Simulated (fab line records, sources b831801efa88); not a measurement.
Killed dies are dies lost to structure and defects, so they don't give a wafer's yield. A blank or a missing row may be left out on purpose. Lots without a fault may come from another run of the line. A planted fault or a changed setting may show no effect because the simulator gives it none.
Which tool did it? | flow gf180mcu | 11 lots, 33 wafers sampled, at 4 steps of a route of 602

WHAT THE GAUGES READ, wafer by wafer
GF_VT_IMPLANT_OVL_MEAS_18. Usual: VT_IMPLANT_01_OVL -0.2 nm, standard deviation 1.6.
lot  | measured     | on         | VT_IMPLANT_01_OVL (nm) | flag
L715 | day 6 13:49  | overlay-01 | 1.6 2.1 0.1            |
L722 | day 8 05:52  | overlay-02 | -2.7 -1.7 -2.1         |
L723 | day 8 18:37  | overlay-02 | - - -                  | OFF
L727 | day 9 17:38  | overlay-02 | 0.6 0.3 0.8            |
L729 | day 10 05:19 | overlay-01 | 0.8 0.0 1.0            |
L730 | day 10 10:47 | overlay-02 | -1.6 -0.9 -0.5         |
L731 | day 10 18:11 | overlay-02 | -0.9 -2.7 -1.4         |
L732 | day 11 00:10 | overlay-01 | 2.9 2.9 2.4            |
L733 | day 11 07:48 | overlay-01 | 1.9 2.0 0.4            |
L734 | day 11 13:23 | overlay-02 | -0.6 1.4 3.3           |
L737 | day 12 07:25 | overlay-02 | 2.5 1.6 0.2            |

GF_VT_IMPLANT_TW_MEAS_21. Usual: VT_IMPLANT_2_TW 1211, standard deviation 11.
lot  | measured     | on            | VT_IMPLANT_2_TW | flag
L715 | day 6 14:07  | film_metro-03 | 1206 1204 1209  |
L722 | day 8 06:09  | film_metro-03 | 1201 1208 1202  |
L723 | day 8 18:55  | film_metro-01 | 30 30 30        | OFF
L727 | day 9 17:56  | film_metro-03 | 1205 1206 1204  |
L729 | day 10 05:36 | film_metro-04 | 1208 1210 1206  |
L730 | day 10 11:04 | film_metro-04 | 1209 1212 1207  |
L731 | day 10 18:29 | film_metro-04 | 1207 1210 1202  |
L732 | day 11 00:28 | film_metro-04 | 1208 1203 1203  |
L733 | day 11 08:05 | film_metro-03 | 1202 1211 1206  |
L734 | day 11 13:41 | film_metro-04 | 1195 1196 1201  |
L737 | day 12 07:43 | film_metro-01 | 1231 1232 1235  |

GF_VT_IMPLANT_TW_MEAS_32. Usual: VT_IMPLANT_3_TW 269.1, standard deviation 2.7.
lot  | measured     | on            | VT_IMPLANT_3_TW      | flag
L715 | day 7 05:19  | film_metro-01 | 272.2 270.8 271.0    |
L722 | day 8 22:44  | film_metro-03 | 266.1 266.6 266.9    |
L723 | day 9 11:26  | film_metro-04 | 1203.6 1217.6 1204.8 | OFF
L727 | day 10 12:11 | film_metro-03 | 268.3 267.9 266.7    |
L729 | day 11 00:09 | film_metro-04 | 265.5 266.0 265.7    |
L730 | day 11 05:48 | film_metro-03 | 267.2 269.0 267.0    |
L731 | day 11 13:22 | film_metro-03 | 267.8 267.2 266.0    |
L732 | day 11 19:47 | film_metro-01 | 272.0 271.3 270.9    |
L733 | day 12 03:14 | film_metro-04 | 266.9 266.8 268.2    |
L734 | day 12 08:41 | film_metro-03 | 265.2 265.1 264.4    |
L737 | day 13 03:22 | film_metro-01 | 272.4 271.6 273.5    |

WHICH TOOL RAN EACH LOT (tool, then ch and the chambers of the sampled wafers, then the start)
lot  | GF_VT_IMPLANT_EXPOSE_15
L715 | iline_stepper-02 ch 0, day 6 06:40
L722 | iline_stepper-01 ch 0, day 7 22:00
L723 | iline_stepper-01 ch 0, day 8 10:44
L727 | iline_stepper-02 ch 0, day 9 09:42
L729 | iline_stepper-02 ch 0, day 9 20:40
L730 | iline_stepper-02 ch 0, day 10 01:40
L731 | iline_stepper-01 ch 0, day 10 09:06
L732 | iline_stepper-02 ch 0, day 10 15:03
L733 | iline_stepper-01 ch 0, day 10 22:18
L734 | iline_stepper-01 ch 0, day 11 04:41
L737 | iline_stepper-01 ch 0, day 11 21:44
- GF_VT_IMPLANT_EXPOSE_15: exposes mask Nwell LV AREA, target cd 860 nm.

WHAT THE TOOLS THEMSELVES READ (means of the sampled wafers that have a number; where no wafer has one, the mark that the record gives instead)
The record holds no such reading with a usual standard deviation.

THE ANSWER, worked out from the rows above alone
Rule: a lot is off if the mean of its wafers that have a number lies more than 3 standard deviations from the usual mean. A lot without any number at a reading at which 4 lots or more have one is off too. The other lots that the step has rows for count as sound. The gauges are gone through in route order, then the tools' own readings, and for those a lot's mean is taken as printed above. The first step at which some lot is off is used, and at that step the reading that is off furthest; a lot without a number counts as furthest.
Off: L723, at GF_VT_IMPLANT_OVL_MEAS_18 (VT_IMPLANT_01_OVL). Without a number there: L723.
A tool fits if, at a process step before that reading, it ran every lot that is off, and no sound lot after the first of them. The gauges at GF_VT_IMPLANT_OVL_MEAS_18 aren't tried: what is off there is off at GF_VT_IMPLANT_TW_MEAS_21 too, on other tools, and a gauge's error can't cause that. None of those tried fits.

WHAT THE SIMULATOR HAD PUT IN
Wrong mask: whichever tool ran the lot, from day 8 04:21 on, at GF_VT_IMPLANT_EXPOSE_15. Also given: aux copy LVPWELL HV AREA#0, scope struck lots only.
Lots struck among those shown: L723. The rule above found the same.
